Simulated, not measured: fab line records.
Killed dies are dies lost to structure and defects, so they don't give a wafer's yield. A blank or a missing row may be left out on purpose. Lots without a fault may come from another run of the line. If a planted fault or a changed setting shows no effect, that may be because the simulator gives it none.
Which of the tools did it?    flow sky130    13 lots with 39 wafers sampled at 5 steps, on a route of 708 steps

WHAT THE GAUGES SHOWED, per wafer
SKY_FIELD_ISO_BOW_MEAS_00.
lot   measured     on            INCOMING_BOW (um)
L304  day 1 10:01  filmMetro-01  3 8 4
L306  day 1 20:00  filmMetro-02  -4 -4 12
L307  day 2 01:01  filmMetro-03  0 10 14
L308  day 2 06:01  filmMetro-03  5 4 12
L309  day 2 11:00  filmMetro-01  -3 1 2
L311  day 2 21:01  filmMetro-03  2 1 0
L312  day 3 02:02  filmMetro-01  6 -2 10
L317  day 4 03:01  filmMetro-01  6 1 -16
L318  day 4 08:00  filmMetro-03  -5 -13 0
L319  day 4 13:01  filmMetro-01  2 4 2
L321  day 4 23:00  filmMetro-03  -6 13 3
L322  day 5 04:04  filmMetro-02  -6 -3 1
L324  day 5 14:00  filmMetro-02  0 -18 -9

SKY_NWELL_TW_MEAS_26.
lot   measured      on            NWELL_2_TW
L304  day 5 07:29   filmMetro-04  502 498 498
L306  day 5 18:02   filmMetro-03  493 491 494
L307  day 6 02:30   filmMetro-01  490 491 488
L308  day 6 09:17   filmMetro-04  485 482 483
L309  day 6 15:05   filmMetro-01  472 468 469 471 470 469
L311  day 6 22:08   filmMetro-04  503 504 503
L312  day 7 05:12   filmMetro-04  496 498 497
L317  day 8 16:26   filmMetro-01  483 485 486
L318  day 8 19:02   filmMetro-01  486 484 482
L319  day 9 01:09   filmMetro-01  491 491 493
L321  day 9 14:26   filmMetro-03  491 491 494
L322  day 9 19:07   filmMetro-01  494 489 493
L324  day 10 09:55  filmMetro-04  502 503 506

SKY_LDD_HVN_TW_MEAS_10.
lot   measured      on            LDD_HVN_TW
L304  day 20 01:38  filmMetro-02  1419 1418 1414
L306  day 20 22:16  filmMetro-04  1436 1441 1445
L307  day 21 08:29  filmMetro-04  1431 1434 1433
L308  day 21 23:04  filmMetro-04  1438 1441 1441
L309  day 22 04:34  filmMetro-04  1438 1436 1436
L311  day 22 14:10  filmMetro-02  1422 1422 1431
L312  day 23 06:56  filmMetro-04  1436 1451 1443
L317  day 26 20:12  filmMetro-02  1435 1428 1425
L318  day 26 18:04  filmMetro-03  1415 1421 1416
L319  day 26 20:40  filmMetro-04  1434 1429 1432
L321  day 26 21:55  filmMetro-04  1433 1441 1433
L322  day 26 20:59  filmMetro-04  1430 1433 1441
L324  day 27 17:10  filmMetro-04  1448 1444 1446

SKY_SPACER_THK_MEAS_01.
lot   measured      on            SPACER_CVD_00_THK (nm)
L304  day 22 18:37  filmMetro-04  43.0 43.0 43.5
L306  day 24 02:19  filmMetro-03  42.5 42.7 42.6
L307  day 24 02:20  filmMetro-01  43.1 43.1 42.9
L308  day 24 13:46  filmMetro-01  43.6 43.4 43.4
L309  day 24 18:08  filmMetro-01  43.3 43.7 43.5
L311  day 25 03:12  filmMetro-03  43.6 43.2 43.4
L312  day 25 18:00  filmMetro-04  43.5 43.5 43.3
L317  day 29 08:41  filmMetro-04  43.6 43.3 43.5
L318  day 29 05:04  filmMetro-01  43.9 43.8 43.8
L319  day 29 08:45  filmMetro-04  43.2 43.3 43.4
L321  day 29 09:53  filmMetro-03  43.8 43.5 43.6
L322  day 29 08:45  filmMetro-01  43.5 43.5 43.2
L324  day 30 03:48  filmMetro-04  42.8 43.2 42.9

WHAT TOOL EACH LOT RAN ON (gives the tool, then ch and the chambers of the sampled wafers, and finally the start)
lot   SKY_NWELL_IMPLANT_24
L304  implanter-02 ch 0, day 5 07:15
L306  implanter-03 ch 0, day 5 17:47
L307  implanter-03 ch 0, day 6 02:16
L308  implanter-03 ch 0, day 6 09:02
L309  implanter-03 ch 0, day 6 14:50
L311  implanter-01 ch 0, day 6 21:54
L312  implanter-01 ch 0, day 7 04:59
L317  implanter-02 ch 0, day 8 16:11
L318  implanter-02 ch 0, day 8 18:47
L319  implanter-02 ch 0, day 9 00:55
L321  implanter-02 ch 0, day 9 14:11
L322  implanter-01 ch 0, day 9 18:54
L324  implanter-03 ch 0, day 10 09:40
- SKY_NWELL_IMPLANT_24

WHAT THE TOOLS THEMSELVES READ (means of the sampled wafers that have a number; where no wafer has one, the mark that the record gives instead)
SKY_NWELL_IMPLANT_24.
lot   tool          doseIonsCm2  faradayCurrentUA
L304  implanter-02  9.209e+12    53.2
L306  implanter-03  9.200e+12    51.7
L307  implanter-03  9.214e+12    51.5
L308  implanter-03  8.235e+12    45.8
L309  implanter-03  8.233e+12    46.1
L311  implanter-01  9.191e+12    51.9
L312  implanter-01  9.200e+12    51.7
L317  implanter-02  9.187e+12    51.5
L318  implanter-02  9.217e+12    51.8
L319  implanter-02  9.218e+12    52.2
L321  implanter-02  9.209e+12    51.8
L322  implanter-01  9.185e+12    50.4
L324  implanter-03  9.203e+12    51.2

THE ANSWER, worked out from the rows above alone
Rule: the lots themselves supply what counts as usual. The widest of any qualifying gaps counts: lots, ordered by their means at a reading, are off when they make up no more than a third of the lots, leave a main group of 4 or more, and stand apart from it by 3 or more times the standard deviation of that group's means. A main group is skipped when, at the precision printed for the reading in the tables above, its means are all equal. Also off: a lot with no number at a reading for which 4 or more lots have one. Any other lot the step has rows for is counted as sound. First the gauges in route order, then the tools' own readings, where a lot's mean is used as printed above. The first step at which some lot is off is used, and at that step the reading that is off furthest; a lot without a number counts as furthest.
Off, at SKY_NWELL_IMPLANT_24 on doseIonsCm2: L308, L309. For the main group the mean is 9.203e+12 and the standard deviation 1.1e+10.
A tool fits if, at that step or a process step before it, it ran every lot that is off, and no sound lot after the first of them. Of those tried, none fits.

WHAT THE SIMULATOR PUT IN
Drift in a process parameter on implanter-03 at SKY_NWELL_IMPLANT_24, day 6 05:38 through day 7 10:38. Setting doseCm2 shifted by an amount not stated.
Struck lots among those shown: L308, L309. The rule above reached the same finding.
